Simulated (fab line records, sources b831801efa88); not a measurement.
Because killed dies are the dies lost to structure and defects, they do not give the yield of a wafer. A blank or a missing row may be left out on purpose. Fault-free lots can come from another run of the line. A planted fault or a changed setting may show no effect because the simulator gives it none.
Which tool is to blame? | flow gf180mcu | 21 wafers from 7 lots sampled at 2 of the route's 602 steps

## WHAT THE GAUGES READ, wafer by wafer
GF_VT_IMPLANT_TW_MEAS_43.
lot  | measured     | on            | VT_IMPLANT_4_TW
L684 | day 7 19:32  | film_metro-03 | 692 690 691
L687 | day 8 13:18  | film_metro-01 | 698 700 702
L689 | day 9 04:46  | film_metro-04 | 687 689 685
L691 | day 9 18:19  | film_metro-04 | 687 688 689
L693 | day 10 18:15 | film_metro-03 | 695 692 692
L697 | day 11 12:16 | film_metro-03 | 618 621 619 617 620 621
L705 | day 13 14:28 | film_metro-03 | 696 696 695

## WHICH TOOL RAN EACH LOT (tool, then ch and the chambers of the sampled wafers, then the start)
lot  | GF_VT_IMPLANT_IMPLANT_41
L684 | implanter-03 ch 0, day 7 19:17
L687 | implanter-04 ch 0, day 8 13:03
L689 | implanter-04 ch 0, day 9 04:31
L691 | implanter-03 ch 0, day 9 18:05
L693 | implanter-02 ch 0, day 10 18:01
L697 | implanter-03 ch 0, day 11 12:01
L705 | implanter-02 ch 0, day 13 14:14
- GF_VT_IMPLANT_IMPLANT_41

## THE ANSWER, worked out from the rows above alone
Rule: the usual values come from the lots themselves. The widest of any qualifying gaps counts: lots, ordered by their means at a reading, are off when they make up no more than a third of the lots, leave a main group of 4 or more, and stand apart from it by 3 or more times the standard deviation of that group's means. The tables above print the reading to a certain number of digits; a main group whose means all agree to those digits is not used. Also off: a lot with no number at a reading for which 4 or more lots have one. Any other lot the step has rows for is counted as sound.
Off: L697, seen at GF_VT_IMPLANT_TW_MEAS_43 (VT_IMPLANT_4_TW). For the main group the mean is 692 and the standard deviation 4.5.
A tool fits if, at a process step before that reading, it ran every lot that is off, and no sound lot after the first of them. Gauges at GF_VT_IMPLANT_TW_MEAS_43: tried the same way as those tools. One fits: implanter-03 at GF_VT_IMPLANT_IMPLANT_41. Its last sound lot is L691 (day 9 18:05), its first lot that is off L697 (day 11 12:01): a fault that began between those two fits.

## WHAT THE SIMULATOR HAD INSERTED
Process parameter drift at GF_VT_IMPLANT_IMPLANT_41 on implanter-03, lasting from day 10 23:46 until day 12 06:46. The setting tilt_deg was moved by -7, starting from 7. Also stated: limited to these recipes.
Shown lots that were struck: L697. Same finding as the rule above.
